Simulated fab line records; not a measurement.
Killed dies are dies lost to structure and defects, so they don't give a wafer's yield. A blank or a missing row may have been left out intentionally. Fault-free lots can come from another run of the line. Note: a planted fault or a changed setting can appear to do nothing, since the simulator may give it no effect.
Chamber matching ; flow gf180mcu ; GF_V1_CVD_00 on hdpcvd-01 has 3 sister chambers
The step deposits SiO2, target thk 600 nm, time 100 s. 3 wafers are shown with their chamber, then 8 later ones without.

## WAFERS WITH THEIR CHAMBER
wafer;chamber;sih4 flow sccm (sccm)
L627.3;1;60.13
L627.5;2;59.94
L628.3;0;59.89

## WAFERS WITHOUT THEIR CHAMBER
wafer;sih4 flow sccm (sccm)
L628.4;59.73
L628.5;59.86
L629.4;60.38
L629.5;60.25
L629.6;60.10
L631.3;59.75
L631.4;59.61
L631.5;60.07

## EACH ONE'S CHAMBER
wafer;from the rows above;in truth
L628.4;can't be placed: 0 or 2 or 1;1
L628.5;can't be placed: 0 or 2 or 1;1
L629.4;can't be placed: 1 or 2 or 0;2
L629.5;can't be placed: 1 or 2 or 0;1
L629.6;can't be placed: 1 or 2 or 0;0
L631.3;can't be placed: 0 or 2 or 1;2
L631.4;can't be placed: 0 or 2 or 1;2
L631.5;can't be placed: 1 or 2 or 0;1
Correct placement for 0 of the 8. Can't be placed from these rows: 8 (the true chamber is among the candidates in 8). Wrongly placed: 0.
How it was worked out, from the rows above alone: a wafer's distance from a chamber is the root of the sum, over the readings, of the square of ((its reading less the chamber's mean) divided by the reading's scatter). If the next closest chamber is less than 2 further off than the closest, the wafer can't be placed; otherwise it belongs to the closest. Each chamber's mean is taken over the wafers shown for it. The scatter: with one shown wafer a chamber, the root of the mean of the squares of how far each hidden wafer lies from its nearest shown one.
